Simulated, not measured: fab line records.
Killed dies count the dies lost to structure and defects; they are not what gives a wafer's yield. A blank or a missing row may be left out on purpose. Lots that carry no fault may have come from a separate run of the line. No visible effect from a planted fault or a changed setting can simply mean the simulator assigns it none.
What tool caused it? / flow sky130 / 12 lots with 36 wafers sampled at 2 steps, on a route of 708 steps

## WHAT THE GAUGES SHOWED, per wafer
SKY_VIA2_CD_MEAS_12: the cd target is 200 nm. Usual: cd-nm reads 199.7 nm (standard deviation 1.7).
lot=L486; measured=day 36 09:57; on=cd-sem-02; cd-nm (nm)=199.8 200.0 198.3; flag=
lot=L487; measured=day 36 13:44; on=cd-sem-02; cd-nm (nm)=203.3 201.7 202.8; flag=
lot=L491; measured=day 38 13:16; on=cd-sem-01; cd-nm (nm)=201.6 201.9 201.5; flag=
lot=L493; measured=day 38 17:28; on=cd-sem-02; cd-nm (nm)=198.3 199.1 200.2; flag=
lot=L494; measured=day 39 02:32; on=cd-sem-01; cd-nm (nm)=199.5 199.2 199.9; flag=
lot=L496; measured=day 39 09:16; on=cd-sem-01; cd-nm (nm)=203.2 202.5 201.6; flag=
lot=L499; measured=day 40 08:59; on=cd-sem-02; cd-nm (nm)=198.9 197.2 197.8; flag=
lot=L501; measured=day 41 13:04; on=cd-sem-02; cd-nm (nm)=195.7 196.2 195.9; flag=
lot=L500; measured=day 41 22:59; on=cd-sem-01; cd-nm (nm)=197.9 197.3 198.3; flag=
lot=L504; measured=day 42 00:10; on=cd-sem-02; cd-nm (nm)=200.3 200.8 199.5; flag=
lot=L506; measured=day 43 01:29; on=cd-sem-02; cd-nm (nm)=202.0 201.3 201.6; flag=
lot=L507; measured=day 43 07:35; on=cd-sem-01; cd-nm (nm)=201.5 201.5 199.9; flag=

SKY_VIA2_OVL_MEAS_13. Usual: VIA2_OVL typically reads -1 nm, with standard deviation 4.9.
lot=L486; measured=day 36 10:03; on=overlay-01; VIA2_OVL (nm)=-7 -5 -9; flag=
lot=L487; measured=day 36 13:52; on=overlay-01; VIA2_OVL (nm)=-4 -3 -8; flag=
lot=L491; measured=day 38 13:23; on=overlay-01; VIA2_OVL (nm)=-4 7 -2; flag=
lot=L493; measured=day 38 17:35; on=overlay-02; VIA2_OVL (nm)=-2 -1 -1; flag=
lot=L494; measured=day 39 02:37; on=overlay-02; VIA2_OVL (nm)=-5 -7 -2; flag=
lot=L496; measured=day 39 09:23; on=overlay-02; VIA2_OVL (nm)=-7 -7 -8; flag=
lot=L499; measured=day 40 09:07; on=overlay-02; VIA2_OVL (nm)=4 0 4; flag=
lot=L501; measured=day 41 13:11; on=overlay-01; VIA2_OVL (nm)=0 7 7; flag=
lot=L500; measured=day 41 23:05; on=overlay-01; VIA2_OVL (nm)=-5 -4 -1; flag=
lot=L504; measured=day 42 00:16; on=overlay-01; VIA2_OVL (nm)=1 1 2; flag=
lot=L506; measured=day 43 01:37; on=overlay-01; VIA2_OVL (nm)=-2 4 2; flag=
lot=L507; measured=day 43 07:43; on=overlay-01; VIA2_OVL (nm)=4 5 6; flag=

## EACH LOT AND THE TOOL THAT RAN IT (in order: tool; ch and the chambers of the sampled wafers; start)
There is no process step in the record ahead of these readings.

## WHAT THE TOOLS THEMSELVES READ (means of the sampled wafers that have a number; where no wafer has one, the mark that the record gives instead)
The record holds no such reading with a usual standard deviation.

## THE ANSWER, worked out from the rows above alone
Rule: lot off if the mean of its wafers having a number is beyond 3 standard deviations from the usual mean. A lot without any number at a reading at which 4 lots or more have one is off too. Any other lot the step has rows for is counted as sound. The gauges are gone through in route order, then the tools' own readings, and for those a lot's mean is taken as printed above. At the first step where some lot is off, the reading lying furthest off is the one used; lots without a number count as furthest.
No lot is off on any of the readings shown, so nothing can be concluded from this.

## WHAT THE SIMULATOR HAD PUT IN
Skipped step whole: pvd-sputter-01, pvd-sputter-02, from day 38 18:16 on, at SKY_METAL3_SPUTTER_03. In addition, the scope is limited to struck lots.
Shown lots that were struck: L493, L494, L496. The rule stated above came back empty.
